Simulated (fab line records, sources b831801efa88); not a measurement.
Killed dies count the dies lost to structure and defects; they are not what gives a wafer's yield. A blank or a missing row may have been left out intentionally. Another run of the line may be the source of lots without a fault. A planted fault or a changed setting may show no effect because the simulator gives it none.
The same fault as seen by 2 desks + flow sky130 + only its own numbers are on each desk; what lay behind them is given at the end

## FROM THE METROLOGY DESK
What the gauges read for every lot (on any tool): the sampled wafers with a number, averaged. Any lot whose mean is over 4 standard deviations away from the usual mean is out of limits and marked OUT; that distance is given in the brackets.
Columns: A = VT_ADJUST_PCH_TW at SKY_VT_ADJUST_PCH_TW_MEAS_10, usual 143.5; B = GATE_OXIDE_TW at SKY_GATE_OXIDE_TW_MEAS_14, usual 225.3; C = cd nm at SKY_SD_P_CD_MEAS_07, usual 380.1 nm
| lot  | first seen here | A     | B     | C     |
|------|-----------------|-------|-------|-------|
| L479 | day 11 00:20    | 143.4 | 223.3 | 381.4 |
| L480 | day 11 05:02    | 142.1 | 226.0 | 378.7 |
| L481 | day 11 15:35    | 143.4 | 228.3 | 380.1 |
| L483 | day 12 09:50    | 143.5 | 227.4 | 379.5 |
| L484 | day 12 15:00    | 143.3 | 226.2 | 378.2 |
| L485 | day 12 20:32    | 142.6 | 227.5 | 380.7 |
| L487 | day 13 15:31    | 142.8 | 225.1 | 379.7 |
| L488 | day 13 21:26    | 144.3 | 223.4 | 383.8 |
| L489 | day 14 05:05    | 144.9 | 222.7 | 375.7 |
| L496 | day 16 14:47    | 144.7 | 225.7 | 375.3 |
| L497 | day 16 16:20    | 143.3 | 228.1 | 378.4 |
This desk's verdict: no lot among the 11 shows anything out of limits.

## THE TOOL OWNER'S DESK: rie diel-03
The tool's own readings at SKY_PASSIVATION_ETCH_11 (etches the open film in CF4/O2, stops on AlCu, target depth 725 nm, time 161.1 s): means of the sampled wafers that have a number, for each lot that ran on this tool. Any lot whose mean is over 4 standard deviations away from the usual mean is out of limits and marked OUT; that distance is given in the brackets.
Columns: A = drypump motor current A at SKY_PASSIVATION_ETCH_11, usual 5.8 A; B = oes product au at SKY_PASSIVATION_ETCH_11, usual 0.979 a.u.; C = run length s at SKY_PASSIVATION_ETCH_11, usual 189.4 s; D = throttle valve pct at SKY_PASSIVATION_ETCH_11, usual 5.964 %
| lot  | first seen here | A   | B     | C               | D     |
|------|-----------------|-----|-------|-----------------|-------|
| L480 | day 45 04:37    | 5.8 | 0.987 | 189.3           | 5.971 |
| L483 | day 46 06:51    | 6.0 | 0.976 | 189.2           | 5.960 |
| L484 | day 46 14:01    | 5.5 | 0.977 | 189.2           | 5.965 |
| L485 | day 47 04:10    | 5.7 | 0.976 | 189.3           | 5.961 |
| L488 | day 47 17:07    | 6.0 | 1.008 | 161.8 (-67) OUT | 5.968 |
| L489 | day 47 19:57    | 6.2 | 0.986 | 175.8 (-33) OUT | 5.978 |
Finding of this desk: L488, L489 out of limits; the first was L488 at day 47 17:07, on run length s at SKY_PASSIVATION_ETCH_11. In limits: L480, L483, L484, L485.

## TAKEN TOGETHER
The tool owner's desk could have raised an alarm at day 47 17:07, on L488, L489.
Nothing out of limits was seen by the metrology desk.
The metrology desk has L488, L489 on record, within its limits.
The lots listed all ran SKY_PASSIVATION_ETCH_11 on rie diel-03.

## WHAT THE SIMULATOR HAD PUT IN
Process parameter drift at SKY_PASSIVATION_ETCH_11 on rie diel-03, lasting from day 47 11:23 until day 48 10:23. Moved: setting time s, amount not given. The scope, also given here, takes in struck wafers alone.
Lots struck among those shown: L488, L489.
Delay in hours, fault start to first out-of-limits reading, by desk: the tool owner's desk at 6.
